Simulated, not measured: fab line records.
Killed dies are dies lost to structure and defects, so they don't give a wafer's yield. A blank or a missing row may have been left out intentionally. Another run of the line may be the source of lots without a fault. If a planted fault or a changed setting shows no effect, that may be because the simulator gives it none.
What tool caused it? :: flow sky130 :: Sampling: 14 lots, 42 wafers, 4 of 708 route steps

## WHAT THE GAUGES SHOWED, per wafer
SKY_POLY_CUT_OVL_MEAS_09. Usual: for POLY_CUT_OVL the level is -1 nm and the standard deviation is 5.9.
lot: L828
measured: day 23 22:10
on: overlay-02
POLY_CUT_OVL (nm): -3 -2 -1
flag: 

lot: L830
measured: day 25 20:25
on: overlay-02
POLY_CUT_OVL (nm): 6 -4 2
flag: 

lot: L831
measured: day 25 21:07
on: overlay-01
POLY_CUT_OVL (nm): -9 -8 -5
flag: 

lot: L833
measured: day 25 23:46
on: overlay-02
POLY_CUT_OVL (nm): 2 0 6
flag: 

lot: L837
measured: day 27 11:53
on: overlay-01
POLY_CUT_OVL (nm): -7 -3 -7
flag: 

lot: L838
measured: day 27 17:25
on: overlay-01
POLY_CUT_OVL (nm): -1 1 -3
flag: 

lot: L839
measured: day 28 03:04
on: overlay-01
POLY_CUT_OVL (nm): -6 -1 -5
flag: 

lot: L840
measured: day 28 08:14
on: overlay-02
POLY_CUT_OVL (nm): 9 13 3
flag: 

lot: L841
measured: day 28 19:35
on: overlay-02
POLY_CUT_OVL (nm): -1 0 1
flag: 

lot: L843
measured: day 29 14:14
on: overlay-02
POLY_CUT_OVL (nm): 6 4 8
flag: 

lot: L846
measured: day 30 08:19
on: overlay-01
POLY_CUT_OVL (nm): -11 -6 -4
flag: 

lot: L849
measured: day 31 13:01
on: overlay-02
POLY_CUT_OVL (nm): 2 3 -2
flag: 

lot: L851
measured: day 33 03:29
on: overlay-01
POLY_CUT_OVL (nm): -3 -4 -10
flag: 

lot: L850
measured: day 33 04:47
on: overlay-01
POLY_CUT_OVL (nm): 0 -8 3
flag: 

SKY_METAL2_RS_MEAS_05: a four-point-probe measurement. Usual: for METAL2_ALCU_RS the level is 0.1269 ohm/sq and the standard deviation is 0.0012.
lot: L828
measured: day 33 15:57
on: filmMetro-01
METAL2_ALCU_RS (ohm/sq): 0.1265 0.1260 0.1257
flag: 

lot: L830
measured: day 35 09:12
on: filmMetro-03
METAL2_ALCU_RS (ohm/sq): 0.1274 0.1271 0.1262
flag: 

lot: L831
measured: day 35 12:33
on: filmMetro-03
METAL2_ALCU_RS (ohm/sq): 0.1271 0.1267 0.1288
flag: 

lot: L833
measured: day 35 13:30
on: filmMetro-01
METAL2_ALCU_RS (ohm/sq): 0.1281 0.1280 0.1286
flag: 

lot: L837
measured: day 36 21:26
on: filmMetro-04
METAL2_ALCU_RS (ohm/sq): 0.1279 0.1282 0.1276
flag: 

lot: L838
measured: day 37 02:05
on: filmMetro-01
METAL2_ALCU_RS (ohm/sq): 0.1285 0.1272 0.1285
flag: 

lot: L839
measured: day 37 13:01
on: filmMetro-03
METAL2_ALCU_RS (ohm/sq): 0.1264 0.1268 0.1275
flag: 

lot: L840
measured: day 37 15:19
on: filmMetro-03
METAL2_ALCU_RS (ohm/sq): 0.1277 0.1279 0.1269
flag: 

lot: L841
measured: day 38 05:20
on: filmMetro-03
METAL2_ALCU_RS (ohm/sq): 0.1284 0.1283 0.1286
flag: 

lot: L843
measured: day 38 20:25
on: filmMetro-04
METAL2_ALCU_RS (ohm/sq): 0.1260 0.1260 0.1253
flag: 

lot: L846
measured: day 39 12:59
on: filmMetro-01
METAL2_ALCU_RS (ohm/sq): 0.1266 0.1281 0.1262
flag: 

lot: L851
measured: day 42 00:05
on: filmMetro-03
METAL2_ALCU_RS (ohm/sq): 0.1274 0.1275 0.1253
flag: 

## TOOL THAT RAN EACH LOT (tool first, then ch and the chambers of the sampled wafers, then the start)
lot: L828
SKY_CONTACT_PEB_12: lithoTrack-03 ch 0, day 31 04:00
SKY_METAL2_SPUTTER_01: pvdSputter-03, day 33 15:47

lot: L830
SKY_CONTACT_PEB_12: lithoTrack-03 ch 0, day 33 00:00
SKY_METAL2_SPUTTER_01: pvdSputter-01, day 35 09:05

lot: L831
SKY_CONTACT_PEB_12: lithoTrack-03 ch 0, day 33 02:00
SKY_METAL2_SPUTTER_01: pvdSputter-01, day 35 12:26

lot: L833
SKY_CONTACT_PEB_12: lithoTrack-03 ch 0, day 33 03:00
SKY_METAL2_SPUTTER_01: pvdSputter-04, day 35 13:23

lot: L837
SKY_CONTACT_PEB_12: lithoTrack-04 ch 0, day 34 11:00
SKY_METAL2_SPUTTER_01: pvdSputter-01, day 36 21:17

lot: L838
SKY_CONTACT_PEB_12: lithoTrack-02 ch 0, day 34 16:00
SKY_METAL2_SPUTTER_01: pvdSputter-01, day 37 01:57

lot: L839
SKY_CONTACT_PEB_12: lithoTrack-04 ch 0, day 35 02:00
SKY_METAL2_SPUTTER_01: pvdSputter-01, day 37 12:53

lot: L840
SKY_CONTACT_PEB_12: lithoTrack-02 ch 0, day 35 05:00
SKY_METAL2_SPUTTER_01: pvdSputter-03, day 37 15:11

lot: L841
SKY_CONTACT_PEB_12: lithoTrack-03 ch 0, day 35 19:00
SKY_METAL2_SPUTTER_01: pvdSputter-01, day 38 05:12

lot: L843
SKY_CONTACT_PEB_12: lithoTrack-03 ch 0, day 36 11:00
SKY_METAL2_SPUTTER_01: pvdSputter-01, day 38 20:16

lot: L846
SKY_CONTACT_PEB_12: lithoTrack-03 ch 0, day 37 05:00
SKY_METAL2_SPUTTER_01: pvdSputter-03, day 39 12:50

lot: L849
SKY_CONTACT_PEB_12: lithoTrack-04, day 38 07:00
SKY_METAL2_SPUTTER_01: -

lot: L851
SKY_CONTACT_PEB_12: lithoTrack-04 ch 0, day 39 18:00
SKY_METAL2_SPUTTER_01: pvdSputter-01, day 41 23:57

lot: L850
SKY_CONTACT_PEB_12: lithoTrack-04, day 39 20:00
SKY_METAL2_SPUTTER_01: -
- SKY_CONTACT_PEB_12
- SKY_METAL2_SPUTTER_01: material TiN, target thk 20 nm, time 16.7 s.

## WHAT THE TOOLS THEMSELVES READ (means of the sampled wafers that have a number; where no wafer has one, the mark that the record gives instead)
SKY_CONTACT_PEB_12. Usual: exhaustPa at 44.8 Pa, with a standard deviation of 0.81.
lot: L828
tool: lithoTrack-03
exhaustPa (Pa): 45.4
flag: 

lot: L830
tool: lithoTrack-03
exhaustPa (Pa): 45.0
flag: 

lot: L831
tool: lithoTrack-03
exhaustPa (Pa): 45.2
flag: 

lot: L833
tool: lithoTrack-03
exhaustPa (Pa): 44.7
flag: 

lot: L837
tool: lithoTrack-04
exhaustPa (Pa): 45.4
flag: 

lot: L838
tool: lithoTrack-02
exhaustPa (Pa): 45.0
flag: 

lot: L839
tool: lithoTrack-04
exhaustPa (Pa): 44.4
flag: 

lot: L840
tool: lithoTrack-02
exhaustPa (Pa): 45.1
flag: 

lot: L841
tool: lithoTrack-03
exhaustPa (Pa): 45.5
flag: 

lot: L843
tool: lithoTrack-03
exhaustPa (Pa): 44.3
flag: 

lot: L846
tool: lithoTrack-03
exhaustPa (Pa): 45.6
flag: 

lot: L849
tool: lithoTrack-04
exhaustPa (Pa): -
flag: OFF

lot: L851
tool: lithoTrack-04
exhaustPa (Pa): 44.0
flag: 

lot: L850
tool: lithoTrack-04
exhaustPa (Pa): -
flag: OFF

SKY_METAL2_SPUTTER_01. Usual: throttleValvePct at 30.5 %, with a standard deviation of 0.81.
lot: L828
tool: pvdSputter-03
throttleValvePct (%): 29.2
flag: 

lot: L830
tool: pvdSputter-01
throttleValvePct (%): 31.1
flag: 

lot: L831
tool: pvdSputter-01
throttleValvePct (%): 31.1
flag: 

lot: L833
tool: pvdSputter-04
throttleValvePct (%): 30.5
flag: 

lot: L837
tool: pvdSputter-01
throttleValvePct (%): 31.0
flag: 

lot: L838
tool: pvdSputter-01
throttleValvePct (%): 30.9
flag: 

lot: L839
tool: pvdSputter-01
throttleValvePct (%): 30.8
flag: 

lot: L840
tool: pvdSputter-03
throttleValvePct (%): 29.6
flag: 

lot: L841
tool: pvdSputter-01
throttleValvePct (%): 31.0
flag: 

lot: L843
tool: pvdSputter-01
throttleValvePct (%): 30.8
flag: 

lot: L846
tool: pvdSputter-03
throttleValvePct (%): 29.1
flag: 

lot: L851
tool: pvdSputter-01
throttleValvePct (%): 31.1
flag: 

## THE ANSWER, worked out from the rows above alone
Rule: lot off if the mean of its wafers having a number is beyond 3 standard deviations from the usual mean. A lot without any number at a reading at which 4 lots or more have one is off too. The other lots that the step has rows for count as sound. After the gauges, taken in route order, come the tools' own readings; for these a lot's mean is taken, as printed above. At the first step where some lot is off, the reading lying furthest off is the one used; lots without a number count as furthest.
Off: L849, L850 (SKY_CONTACT_PEB_12, exhaustPa). Without a number there: L849, L850.
If a tool, at that step or one of the process steps before it, ran each lot that is off and ran no sound lot following the first of them, it fits. None of those tried fits.

## WHAT HAD BEEN PUT IN BY THE SIMULATOR
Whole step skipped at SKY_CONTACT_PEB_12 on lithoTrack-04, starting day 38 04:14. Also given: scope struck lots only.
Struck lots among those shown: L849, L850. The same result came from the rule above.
